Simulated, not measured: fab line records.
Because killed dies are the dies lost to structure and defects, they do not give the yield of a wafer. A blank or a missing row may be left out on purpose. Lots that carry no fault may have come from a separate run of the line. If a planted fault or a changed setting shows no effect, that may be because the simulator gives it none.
Comparing a struck lot with a sound one | flow gf180mcu | 15 out of 602 route steps
Sound: wafers L944.2, L944.4, L944.6. Struck: wafers L959.1, L959.2, L959.4. Last of all comes the cause.
At each step with rows: each side's tool, then ch and its chambers, then its first start. Under that, the readings that differ: sound wafers | struck wafers | difference of the means | sigmas: that difference in standard deviations of wafers without a fault.
alike: readings with means less than 2 such deviations apart, plus words and numbers identical on both sides. not compared: withheld readings, readings lacking a value on some wafer, bounds such as >300 that could conceal the same value, and numbers that have no deviation in the record and whose values overlap.
The two part at a step that has a row with sigmas, a row that says differs or no value, or rows on one side only. When numbers do not overlap yet have no deviation, they are printed without sigmas and do not part them. A reading that every wafer of one side lacks parts them only if that side has two wafers or more.

first, 3 steps without rows for these wafers: GF_NWELL_EXPOSE_04 (exposes mask Nwell, target cd 860 nm); GF_NWELL_PEB_05; GF_NWELL_DEVELOP_06 (develop time 60 s).
GF_NWELL_OVL_MEAS_07:
  sound: overlay-02 at day 3 12:17; struck: overlay-01 at day 6 23:50
  reading        | sound       | struck        | difference | sigmas
  NWELL_OVL (nm) | 3.8 2.6 3.1 | 1.0 -0.1 -0.1 | -2.9       | -2
then, 2 steps without rows for these wafers: GF_NWELL_IMPLANT_08; GF_NWELL_IMPLANT_09.
GF_NWELL_STRIP_10: strips in O2/N2.
  sound on plasma asher-01 ch 1, day 3 12:37; struck on plasma asher-03 ch 0,1, day 7 00:10
  alike: drypump motor current A, heater power w, oes product au, strip time to endpoint s
  not compared: rf hours counter h
GF_NWELL_TW_MEAS_11:
  sound: film metro-03 at day 3 12:43; struck: film metro-03 at day 7 00:16
  alike: NWELL_TW
then, 4 steps without rows for these wafers: GF_LVPWELL_DEHYDRATE_00 (time 60 s); GF_LVPWELL_HMDS_01 (prime time 60 s); GF_LVPWELL_COAT_02 (resist thk 3000 nm); GF_LVPWELL_SOFTBAKE_03.
GF_LVPWELL_EXPOSE_04: exposes mask LVPWELL, target cd 600 nm.
  sound on iline stepper-02 ch 0, day 3 19:22; struck on iline stepper-02 ch 0, day 7 08:12
  reading | sound                         | struck                                 | difference | sigmas
  mask    | LVPWELL#0 LVPWELL#0 LVPWELL#0 | LVPWELL_R1#0 LVPWELL_R1#0 LVPWELL_R1#0 | differs    |
then, 1 step without rows for these wafers: GF_LVPWELL_PEB_05.
-- the record jumps here: 26 days lie between the struck wafers' starts before and after (it left off in module LVPWELL and takes up again in module PASSIVATION, whose first step shown is number 602 of the route) --
GF_PASSIVATION_PROBE_99:
  sound: prober-02 at day 29 15:47; struck: prober-02 at day 33 15:38
  reading                                   | sound           | struck            | difference | sigmas
  model.etest.pwell in dnwell.width nm (nm) | 605.1 602.8 606 | 564.5 568 568.1   | -37.8      |
  model.etest.nwell.width nm (nm)           | 854.1 856.1 858 | 890.1 890.4 894.9 | +35.7      |
  not compared: model.etest.pwell in dnwell.line ohm um

== WHERE THEY PART ==
At GF_NWELL_OVL_MEAS_07 first; at GF_LVPWELL_EXPOSE_04 last (within this record only).

WHY: what the simulator had put in
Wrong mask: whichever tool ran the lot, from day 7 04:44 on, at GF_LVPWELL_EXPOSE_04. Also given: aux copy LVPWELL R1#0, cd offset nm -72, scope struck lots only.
